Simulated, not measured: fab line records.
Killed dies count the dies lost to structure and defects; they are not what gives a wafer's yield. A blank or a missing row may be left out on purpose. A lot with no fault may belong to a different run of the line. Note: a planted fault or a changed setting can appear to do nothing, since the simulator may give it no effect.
Chamber matching | flow sky130 | 4 sister chambers for SKY_FIELD_ISO_ETCH_17 on rie si-02
The step etches Si in HBr/Cl2/O2, target depth 342 nm, time 97.7 s. 8 wafers are shown with their chamber, then 11 later ones without.

WAFERS, EACH WITH ITS CHAMBER
wafer  | chamber | drypump motor current A (A) | oes product au (a.u.)
L123.6 | 1       | 5.97                        | 0.991
L124.2 | 1       | 5.95                        | 0.984
L131.1 | 2       | 5.97                        | 0.999
L131.5 | 0       | 5.37                        | 1.014
L132.1 | 3       | 6.12                        | 1.005
L132.2 | 2       | 5.96                        | 1.011
L132.5 | 3       | 6.11                        | 1.007
L135.2 | 0       | 5.38                        | 1.002

WAFERS WITHOUT THEIR CHAMBER
wafer  | drypump motor current A (A) | oes product au (a.u.)
L135.3 | 5.92                        | 1.012
L135.4 | 6.10                        | 1.005
L141.2 | 5.96                        | 0.988
L141.5 | 5.97                        | 0.989
L141.6 | 5.91                        | 1.009
L142.2 | 5.93                        | 0.998
L142.3 | 6.09                        | 1.004
L142.6 | 6.11                        | 1.009
L143.2 | 5.37                        | 0.998
L143.4 | 5.97                        | 0.993
L143.5 | 5.37                        | 0.997

WHICH CHAMBER EACH WENT THROUGH
wafer  | from the rows above     | in truth
L135.3 | can't be placed: 2 or 1 | 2
L135.4 | 3                       | 3
L141.2 | 1                       | 1
L141.5 | can't be placed: 1 or 2 | 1
L141.6 | can't be placed: 2 or 1 | 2
L142.2 | can't be placed: 1 or 2 | 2
L142.3 | 3                       | 3
L142.6 | 3                       | 3
L143.2 | 0                       | 0
L143.4 | can't be placed: 1 or 2 | 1
L143.5 | 0                       | 0
Correctly placed: 6 of 11. These rows do not allow placing 5 (true chamber among the candidates in 5). Wrongly placed: 0.
How it was worked out, from the rows above alone: a wafer's distance from a chamber is the root of the sum, over the readings, of the square of ((its reading less the chamber's mean) divided by the reading's scatter). If the next closest chamber is less than 2 further off than the closest, the wafer can't be placed; otherwise it belongs to the closest. Each chamber's mean is taken over the wafers shown for it. The scatter: the root of (the sum of the squares of (reading less its chamber's mean) over the shown wafers, divided by (wafers less chambers)).
